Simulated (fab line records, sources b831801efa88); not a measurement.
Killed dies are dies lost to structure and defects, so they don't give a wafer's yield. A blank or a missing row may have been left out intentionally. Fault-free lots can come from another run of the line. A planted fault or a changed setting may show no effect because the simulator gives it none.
Problem report in the 8D (eight disciplines) form, filled by code :: flow sky130 :: the parts of the form that need people (team, actions taken, sign-off) are left out

1. THE PROBLEM
METAL1_ALCU_THK at SKY_METAL1_THK_MEAS_06 reads a mean of 236.5 nm on 3 wafers of 2 lots; wafers without a fault read 254.2 nm with a standard deviation of 2.9. That is -6.1 standard deviations from the usual mean.
The step: measures by xrf.
Seen first at day 37 09:40 on film-metro-03, wafer L118.6. The record has a number at this step for 30 wafers belonging to 10 lots. Rule for "out" (also "out of limits"): further than 4 standard deviations from the usual mean. All remaining wafers that have a number are taken as sound.

2. WHAT THIS IS AND IS NOT
question: which readings at this step
is: METAL1_ALCU_THK
is not: -

question: which lots
is: L118, L121
is not: L101, L104, L108, L109, L110, L111, L122, L999

question: which wafers of those lots
is: L118.6, L121.2, L121.5
is not: L118.2, L118.5, L121.4

question: read on which gauges
is: film-metro-03
is not: film-metro-02, film-metro-04

question: when
is: from day 37 09:40
is not: up to then (23 sound wafers); but 4 sound wafers of L121, L122 came after

3. THE SUSPECTS, EACH WITH WHAT RULES IT OUT
Counting: any tool at a process step up to the reading remains a suspect provided it ran every lot that is out. Sound lots after the first of them don't rule it out here, since some wafers of a struck lot are sound.
- the gauge at SKY_METAL1_THK_MEAS_06: kept. All the wafers that are out were read on film-metro-03, and no step on other tools shows them out.
- cmp-02 at SKY_CONTACT_CMP_27 (polishes, stops on SiO2, t overpolish 15 s, target thk 0 nm): kept. It processed each lot that is out (first: L118, day 37 06:12); up to then, its last sound lot is L111 (day 35 12:50).
- pvd-sputter-02 at SKY_METAL1_SPUTTER_04 (material TiN, target thk 70 nm, time 58.3 s): kept. It processed each lot that is out (first: L118, day 37 06:32); up to then, its last sound lot is L110 (day 35 08:07).
cmp-02 at SKY_CONTACT_CMP_27, pvd-sputter-02 at SKY_METAL1_SPUTTER_04 and film-metro-03 at SKY_METAL1_THK_MEAS_06 are what is left after counting.

4. THE CAUSE (what the simulator had put in)
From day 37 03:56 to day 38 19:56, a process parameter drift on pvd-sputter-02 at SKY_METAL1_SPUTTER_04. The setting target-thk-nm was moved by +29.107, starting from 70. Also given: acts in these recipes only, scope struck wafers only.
This tool is one of the 3 suspects left after counting.

5. SEQUENCE OF EFFECTS, ordered by route
One row per reading whose mean, taken over the struck wafers that have a number, lies over 3 standard deviations from the usual. Only readings whose record carries a usual standard deviation are examined. hours: median over the lots of the time between each lot's start at the first step of this table that gives one and its start at this step. sigmas: the change, counted in usual standard deviations.
hours: 0
step: SKY_METAL1_THK_MEAS_06
reading: METAL1_ALCU_THK
usual: 254.2 nm
on struck wafers: 236.5
change: -17.7
sigmas: -6.1

6. WHAT WOULD HAVE CAUGHT IT SOONER
Counted from the fault's start at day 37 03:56, it took 6 hours until the first out-of-limits reading at a measuring or inspecting step in this record, taken at day 37 09:40.
Tool readings at SKY_METAL1_SPUTTER_04 with a usual standard deviation given in the record: none out on any struck wafer, hence no alarm at a limit of 4 standard deviations on them.
Lots out: 2; of these, L121 started SKY_METAL1_SPUTTER_04 on pvd-sputter-02 after day 37 09:40. Putting the tool on hold at that point would have spared it.
